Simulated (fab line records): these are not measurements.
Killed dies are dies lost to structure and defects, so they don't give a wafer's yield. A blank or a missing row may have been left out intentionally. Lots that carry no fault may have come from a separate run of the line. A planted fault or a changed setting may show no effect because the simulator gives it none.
Which tool did it? :: flow gf180mcu :: 14 lots with 42 wafers sampled at 4 steps, on a route of 602 steps

== WHAT THE GAUGES READ, wafer by wafer ==
GF_V4_RS_MEAS_24: a four-point-probe measurement. Usual: V4_W_RS typically reads 0.3248 ohm/sq, with standard deviation 0.0029.
lot: L644
measured: day 24 16:34
on: film_metro-01
V4_W_RS (ohm/sq): 0.3228 0.3249 0.3253
flag: 

lot: L648
measured: day 26 01:20
on: film_metro-02
V4_W_RS (ohm/sq): 0.3225 0.3204 0.3237
flag: 

lot: L649
measured: day 26 10:36
on: film_metro-01
V4_W_RS (ohm/sq): 0.3243 0.3271 0.3295
flag: 

lot: L651
measured: day 27 01:47
on: film_metro-02
V4_W_RS (ohm/sq): 0.3259 0.3264 0.3186
flag: 

lot: L652
measured: day 27 07:57
on: film_metro-02
V4_W_RS (ohm/sq): 0.3217 0.3247 0.3230
flag: 

lot: L653
measured: day 27 15:26
on: film_metro-01
V4_W_RS (ohm/sq): 0.3275 0.3246 0.3222
flag: 

lot: L655
measured: day 28 11:20
on: film_metro-02
V4_W_RS (ohm/sq): 0.3228 0.3204 0.3243
flag: 

lot: L656
measured: day 28 16:35
on: film_metro-02
V4_W_RS (ohm/sq): 0.3257 0.3273 0.3219
flag: 

lot: L657
measured: day 29 01:24
on: film_metro-02
V4_W_RS (ohm/sq): 0.3240 0.3251 0.3227
flag: 

lot: L658
measured: day 29 10:37
on: film_metro-01
V4_W_RS (ohm/sq): 0.3226 0.3273 0.3228
flag: 

lot: L659
measured: day 29 11:01
on: film_metro-02
V4_W_RS (ohm/sq): 0.3222 0.3216 0.3242
flag: 

lot: L663
measured: day 30 12:21
on: film_metro-01
V4_W_RS (ohm/sq): 0.3202 0.3280 0.3260
flag: 

lot: L664
measured: day 30 22:14
on: film_metro-01
V4_W_RS (ohm/sq): 0.3220 0.3263 0.3263
flag: 

lot: L665
measured: day 31 03:02
on: film_metro-01
V4_W_RS (ohm/sq): 0.3316 0.3242 0.3266
flag: 

GF_MIM_THK_MEAS_06. Usual: MIM_CVD_05_THK typically reads 42.1 nm, with standard deviation 0.59.
lot: L644
measured: day 24 17:18
on: film_metro-01
MIM_CVD_05_THK (nm): 42.4 42.7 42.7
flag: 

lot: L648
measured: day 26 02:04
on: film_metro-03
MIM_CVD_05_THK (nm): 41.4 41.7 41.6
flag: 

lot: L649
measured: day 26 11:32
on: film_metro-04
MIM_CVD_05_THK (nm): 42.4 42.7 43.3
flag: 

lot: L651
measured: day 27 02:31
on: film_metro-01
MIM_CVD_05_THK (nm): 41.6 42.1 42.1
flag: 

lot: L652
measured: day 27 08:41
on: film_metro-01
MIM_CVD_05_THK (nm): 42.4 41.4 42.2
flag: 

lot: L653
measured: day 27 16:09
on: film_metro-04
MIM_CVD_05_THK (nm): 42.5 42.6 43.2
flag: 

lot: L655
measured: day 28 12:05
on: film_metro-03
MIM_CVD_05_THK (nm): 42.2 42.5 41.9
flag: 

lot: L656
measured: day 28 17:19
on: film_metro-03
MIM_CVD_05_THK (nm): 42.0 42.4 42.7
flag: 

lot: L657
measured: day 29 02:08
on: film_metro-01
MIM_CVD_05_THK (nm): 41.3 41.3 42.0
flag: 

lot: L658
measured: day 29 11:20
on: film_metro-03
MIM_CVD_05_THK (nm): 42.1 42.3 42.9
flag: 

lot: L659
measured: day 29 11:57
on: film_metro-03
MIM_CVD_05_THK (nm): 41.9 41.9 41.6
flag: 

lot: L663
measured: day 30 13:04
on: film_metro-04
MIM_CVD_05_THK (nm): 42.4 41.6 43.0
flag: 

lot: L664
measured: day 30 22:58
on: film_metro-01
MIM_CVD_05_THK (nm): 41.7 42.7 42.0
flag: 

lot: L665
measured: day 31 03:46
on: film_metro-03
MIM_CVD_05_THK (nm): 40.7 42.3 42.6
flag: 

GF_PASSIVATION_BOW_MEAS_14. Usual: PASSIVATION_BOW typically reads 141 um, with standard deviation 12.
lot: L644
measured: day 29 07:48
on: film_metro-04
PASSIVATION_BOW (um): 131 133 127
flag: 

lot: L648
measured: day 30 10:31
on: film_metro-02
PASSIVATION_BOW (um): 171 155 156
flag: 

lot: L649
measured: day 30 21:34
on: film_metro-01
PASSIVATION_BOW (um): 117 142 141
flag: 

lot: L651
measured: day 31 06:31
on: film_metro-04
PASSIVATION_BOW (um): 136 141 147
flag: 

lot: L652
measured: day 31 14:12
on: film_metro-01
PASSIVATION_BOW (um): 142 142 146
flag: 

lot: L653
measured: day 31 20:26
on: film_metro-01
PASSIVATION_BOW (um): 142 150 146
flag: 

lot: L655
measured: day 32 12:46
on: film_metro-01
PASSIVATION_BOW (um): 145 161 142
flag: 

lot: L656
measured: day 32 18:43
on: film_metro-04
PASSIVATION_BOW (um): 137 143 115
flag: 

lot: L657
measured: day 33 00:15
on: film_metro-01
PASSIVATION_BOW (um): 139 155 157
flag: 

lot: L658
measured: day 33 09:17
on: film_metro-04
PASSIVATION_BOW (um): 130 138 126
flag: 

lot: L659
measured: day 33 11:07
on: film_metro-04
PASSIVATION_BOW (um): 133 129 134
flag: 

lot: L663
measured: day 34 08:14
on: film_metro-02
PASSIVATION_BOW (um): 135 140 138
flag: 

lot: L664
measured: day 34 13:35
on: film_metro-01
PASSIVATION_BOW (um): 152 143 149
flag: 

lot: L665
measured: day 34 19:03
on: film_metro-02
PASSIVATION_BOW (um): 158 148 155
flag: 

== WHAT TOOL EACH LOT RAN ON (gives the tool, then ch and the chambers of the sampled wafers, and finally the start) ==
lot: L644
GF_STI_ETCH_14: rie_si-01 ch 1,2, day 2 01:40

lot: L648
GF_STI_ETCH_14: rie_si-01 ch 1,2,3, day 2 22:39

lot: L649
GF_STI_ETCH_14: rie_si-01 ch 2,3, day 3 02:48

lot: L651
GF_STI_ETCH_14: rie_si-01 ch 0,3, day 3 14:17

lot: L652
GF_STI_ETCH_14: rie_si-01 ch 1,2,3, day 3 18:17

lot: L653
GF_STI_ETCH_14: rie_si-01 ch 1,2, day 4 00:05

lot: L655
GF_STI_ETCH_14: rie_si-01 ch 1,3, day 4 10:53

lot: L656
GF_STI_ETCH_14: rie_si-01 ch 1,2, day 4 15:15

lot: L657
GF_STI_ETCH_14: rie_si-01 ch 1,2,3, day 4 21:53

lot: L658
GF_STI_ETCH_14: rie_si-02 ch 1,2,3, day 5 01:21

lot: L659
GF_STI_ETCH_14: rie_si-01 ch 0,1,2, day 5 07:15

lot: L663
GF_STI_ETCH_14: rie_si-01 ch 0,1,3, day 6 03:21

lot: L664
GF_STI_ETCH_14: rie_si-01 ch 0,1,2, day 6 09:29

lot: L665
GF_STI_ETCH_14: rie_si-01 ch 0,1,2, day 6 14:03
- GF_STI_ETCH_14: etches Si in HBr/Cl2/O2, target depth 360 nm, time 102.9 s.

== WHAT THE TOOLS THEMSELVES READ (means of the sampled wafers that have a number; where no wafer has one, the mark that the record gives instead) ==
GF_STI_ETCH_14. Usual: drypump_motor_current_A 5.3 A, standard deviation 0.45; oes_product_au 1.005 a.u., standard deviation 0.0089; throttle_valve_pct 25.654 %, standard deviation 0.0098.
lot: L644
tool: rie_si-01
drypump_motor_current_A (A): 5.1
oes_product_au (a.u.): 1.008
throttle_valve_pct (%): 25.656
flag: 

lot: L648
tool: rie_si-01
drypump_motor_current_A (A): 5.0
oes_product_au (a.u.): 1.002
throttle_valve_pct (%): 25.645
flag: 

lot: L649
tool: rie_si-01
drypump_motor_current_A (A): 5.2
oes_product_au (a.u.): 1.016
throttle_valve_pct (%): 25.649
flag: 

lot: L651
tool: rie_si-01
drypump_motor_current_A (A): 5.2
oes_product_au (a.u.): 1.005
throttle_valve_pct (%): 25.649
flag: 

lot: L652
tool: rie_si-01
drypump_motor_current_A (A): 5.0
oes_product_au (a.u.): 1.013
throttle_valve_pct (%): 25.645
flag: 

lot: L653
tool: rie_si-01
drypump_motor_current_A (A): 5.1
oes_product_au (a.u.): 1.017
throttle_valve_pct (%): 25.648
flag: 

lot: L655
tool: rie_si-01
drypump_motor_current_A (A): 4.8
oes_product_au (a.u.): 1.005
throttle_valve_pct (%): 25.652
flag: 

lot: L656
tool: rie_si-01
drypump_motor_current_A (A): 4.9
oes_product_au (a.u.): 1.003
throttle_valve_pct (%): 25.652
flag: 

lot: L657
tool: rie_si-01
drypump_motor_current_A (A): 5.0
oes_product_au (a.u.): 1.004
throttle_valve_pct (%): 25.657
flag: 

lot: L658
tool: rie_si-02
drypump_motor_current_A (A): 5.8
oes_product_au (a.u.): 1.003
throttle_valve_pct (%): 25.648
flag: 

lot: L659
tool: rie_si-01
drypump_motor_current_A (A): 5.3
oes_product_au (a.u.): 0.997
throttle_valve_pct (%): 25.665
flag: 

lot: L663
tool: rie_si-01
drypump_motor_current_A (A): 5.1
oes_product_au (a.u.): 1.012
throttle_valve_pct (%): 25.646
flag: 

lot: L664
tool: rie_si-01
drypump_motor_current_A (A): 5.3
oes_product_au (a.u.): 1.000
throttle_valve_pct (%): 25.659
flag: 

lot: L665
tool: rie_si-01
drypump_motor_current_A (A): 5.2
oes_product_au (a.u.): 0.998
throttle_valve_pct (%): 25.652
flag: 

== THE ANSWER, worked out from the rows above alone ==
Rule: a lot is off if the mean of its wafers that have a number lies more than 3 standard deviations from the usual mean. Also off: a lot with no number at a reading for which 4 or more lots have one. Where the step has rows for the other lots, those lots are counted as sound. The gauges are gone through in route order, then the tools' own readings, and for those a lot's mean is taken as printed above. At the first step where some lot is off, the reading lying furthest off is the one used; lots without a number count as furthest.
None of the lots is off at any reading shown; this tells nothing.

== WHAT WAS PUT IN BY THE SIMULATOR ==
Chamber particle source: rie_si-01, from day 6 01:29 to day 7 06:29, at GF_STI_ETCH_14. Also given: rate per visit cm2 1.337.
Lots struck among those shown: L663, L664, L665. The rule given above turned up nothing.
